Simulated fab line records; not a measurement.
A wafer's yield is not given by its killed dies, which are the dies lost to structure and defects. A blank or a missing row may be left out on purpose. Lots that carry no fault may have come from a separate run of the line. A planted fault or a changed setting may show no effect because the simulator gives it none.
2 desks, one fault :: flow gf180mcu :: each desk holds nothing but its own numbers, with what lay behind them at the end

== AT THE METROLOGY DESK ==
What the gauges read for every lot (on any tool): the sampled wafers with a number, averaged. Marked OUT: a lot whose mean sits more than 4 standard deviations from the usual mean, which makes it out of limits; the brackets give that distance.
Columns: A = cdNm at GF_CONTACT_CD_MEAS_14, usual 219.5 nm; B = M1_ALCU_RS at GF_M1_RS_MEAS_05, usual 0.0695 ohm/sq; C = M1_ALCU_THK at GF_M1_THK_MEAS_06, usual 449 nm; D = M1_OVL at GF_M1_OVL_MEAS_15, usual 3 nm
lot: L504
first seen here: day 16 01:35
A: 218.6
B: 0.0694
C: 451
D: 5

lot: L506
first seen here: day 16 18:05
A: 217.9
B: 0.0702
C: 443
D: -2

lot: L507
first seen here: day 17 06:04
A: 220.1
B: 0.0701
C: 445
D: 6

lot: L508
first seen here: day 17 13:02
A: 216.3
B: 0.0703
C: 447
D: 1

lot: L509
first seen here: day 17 22:29
A: 217.1
B: 0.0699
C: 447
D: 5

lot: L510
first seen here: day 18 05:52
A: 223.0
B: 0.0699
C: 443
D: 4

lot: L511
first seen here: day 18 16:09
A: 219.8
B: 0.0690
C: 454
D: -2

lot: L512
first seen here: day 19 02:23
A: 219.4
B: 0.0698
C: 441
D: 8

lot: L513
first seen here: day 19 16:52
A: 219.6
B: 0.0696
C: 451
D: -2

lot: L514
first seen here: day 20 02:53
A: 222.6
B: 0.0687
C: 455
D: 10

lot: L521
first seen here: day 22 07:13
A: 217.8
B: 0.0780 (+12) OUT
C: 410 (-7.3) OUT
D: -2

lot: L525
first seen here: day 23 13:46
A: 220.1
B: 0.0697
C: 446
D: -3
This desk's result: L521 out of limits, first on L521 (M1_ALCU_RS at GF_M1_RS_MEAS_05), day 22 08:50. Within limits: L504, L506, L507, L508, L509, L510, L511, L512, L513, L514, L525.

== AT THE TOOL OWNER'S DESK: pvdSputter-01 ==
The tool's own readings at GF_M1_SPUTTER_02 (material AlCu, target thk 450 nm, time 23.9 s): means of the sampled wafers that have a number, for each lot that ran on this tool. Marked OUT: a lot whose mean sits more than 4 standard deviations from the usual mean, which makes it out of limits; the brackets give that distance.
Columns: A = cathodeDcPowerW at GF_M1_SPUTTER_02, usual 10600 W; B = throttleValvePct at GF_M1_SPUTTER_02, usual 30.3 %
lot: L507
first seen here: day 17 07:28
A: 10599
B: 30.6

lot: L511
first seen here: day 18 17:38
A: 10600
B: 30.5

lot: L512
first seen here: day 19 03:53
A: 10601
B: 30.5

lot: L521
first seen here: day 22 08:41
A: 10600
B: 30.6
Result from this desk: across the 4 lots, nothing is out of limits.

== BROUGHT TOGETHER ==
The metrology desk could have raised an alarm at day 22 08:50, on L521.
The desk of the tool owner found nothing out of limits.
The tool owner's desk has L521 on record, within its limits.
GF_M1_SPUTTER_02 was run on pvdSputter-01 by each of the lots named.

== WHAT THE SIMULATOR PUT IN ==
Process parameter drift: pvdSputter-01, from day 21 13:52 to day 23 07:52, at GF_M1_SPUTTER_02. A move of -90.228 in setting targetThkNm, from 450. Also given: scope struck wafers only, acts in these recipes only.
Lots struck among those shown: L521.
Time in hours between the start of the fault and the first out-of-limits reading at each desk: metrology desk, 19.
